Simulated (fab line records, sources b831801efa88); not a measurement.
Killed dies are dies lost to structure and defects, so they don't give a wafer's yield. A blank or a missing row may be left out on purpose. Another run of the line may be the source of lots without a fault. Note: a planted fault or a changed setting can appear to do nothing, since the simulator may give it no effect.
A single fault, viewed from 2 desks :: flow sky130 :: each desk has only its own numbers; what lay behind them comes last

AT THE METROLOGY DESK
Means of the sampled wafers that have a number, per lot and without regard to the tool the lot ran on: this is what the gauges read. Marked OUT: a lot whose mean sits more than 4 standard deviations from the usual mean, which makes it out of limits; the brackets give that distance.
Columns: A = PWDE_TW at SKY_PWDE_TW_MEAS_10, usual 373.6; B = PWDE_RS at SKY_NWELL_RS_MEAS_31, usual 5282 ohm/sq; C = POLY_GATE_CVD_03_THK at SKY_POLY_GATE_THK_MEAS_04, usual 75.3 nm; D = LDD_HVP_TW at SKY_LDD_HVP_TW_MEAS_10, usual 455.1; E = cdNm at SKY_POLY_CUT_CD_MEAS_08, usual 270.0 nm
lot: L173
first seen here: day 4 06:46
A: 372.0
B: 5282
C: 74.6
D: 455.7
E: 269.0

lot: L176
first seen here: day 5 02:49
A: 370.8
B: 5258
C: 74.9
D: 458.5
E: 268.9

lot: L179
first seen here: day 5 18:38
A: 374.3
B: 5269
C: 75.0
D: 454.6
E: 269.7

lot: L180
first seen here: day 5 23:31
A: 372.7
B: 5281
C: 75.8
D: 454.3
E: 271.8

lot: L181
first seen here: day 6 05:35
A: 373.5
B: 5318
C: 74.9
D: 459.3
E: 267.7

lot: L182
first seen here: day 6 10:22
A: 373.5
B: 5283
C: 76.0
D: 456.3
E: 270.0

lot: L183
first seen here: day 6 17:46
A: 373.4
B: 5283
C: 75.0
D: 457.3
E: 269.4

lot: L186
first seen here: day 7 07:01
A: 375.3
B: 5279
C: 75.9
D: 452.8
E: 271.1

lot: L188
first seen here: day 7 21:44
A: 373.9
B: 5277
C: 74.1
D: 451.5
E: 272.5

lot: L191
first seen here: day 8 17:16
A: 365.9 (-4.0) OUT
B: 5686 (+24) OUT
C: 74.7
D: 456.2
E: 269.7

lot: L192
first seen here: day 9 00:15
A: 374.2
B: 5285
C: 73.7
D: 455.3
E: 269.9

lot: L193
first seen here: day 9 05:07
A: 363.7 (-5.2) OUT
B: 5678 (+23) OUT
C: 75.9
D: 455.8
E: 271.4
This desk's finding: out of limits on L191, L193; first on L191, day 8 17:16 (PWDE_TW at SKY_PWDE_TW_MEAS_10). Within limits: L173, L176, L179, L180, L181, L182, L183, L186, L188, L192.

FOR THE TOOL OWNER'S DESK: implanter-04
For each lot that ran on this tool, the mean over its sampled wafers that have a number, from the tool's own readings at SKY_PWDE_IMPLANT_08. Marked OUT: a lot whose mean sits more than 4 standard deviations from the usual mean, which makes it out of limits; the brackets give that distance.
Columns: A = doseIonsCm2 at SKY_PWDE_IMPLANT_08, usual 3.6e+12; B = faradayCurrentUA at SKY_PWDE_IMPLANT_08, usual 20.3
lot: L179
first seen here: day 5 18:24
A: 3.6e+12
B: 20.6

lot: L180
first seen here: day 5 23:16
A: 3.6e+12
B: 20.0

lot: L182
first seen here: day 6 10:08
A: 3.6e+12
B: 20.1

lot: L186
first seen here: day 7 06:46
A: 3.6e+12
B: 20.4

lot: L188
first seen here: day 7 21:29
A: 3.6e+12
B: 20.6

lot: L191
first seen here: day 8 17:02
A: 3.3e+12 (-73) OUT
B: 18.2 (-4.7) OUT

lot: L193
first seen here: day 9 04:52
A: 3.3e+12 (-74) OUT
B: 18.9
This desk's finding: out of limits on L191, L193; first on L191, day 8 17:02 (doseIonsCm2 at SKY_PWDE_IMPLANT_08). Within limits: L179, L180, L182, L186, L188.

ALL TOGETHER
The tool owner's desk could have raised an alarm at day 8 17:02, on L191, L193.
L191, L193 would have let the metrology desk raise an alarm at day 8 17:16.
On implanter-04, each named lot ran SKY_PWDE_IMPLANT_08.

WHAT HAD BEEN PUT IN BY THE SIMULATOR
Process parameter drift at SKY_PWDE_IMPLANT_08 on implanter-04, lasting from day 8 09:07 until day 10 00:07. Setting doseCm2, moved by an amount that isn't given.
Struck lots among those shown: L191, L193.
Delay (hours) between the fault's onset and each desk's first out-of-limits reading: 8 at the tool owner's desk, 8 at the metrology desk.
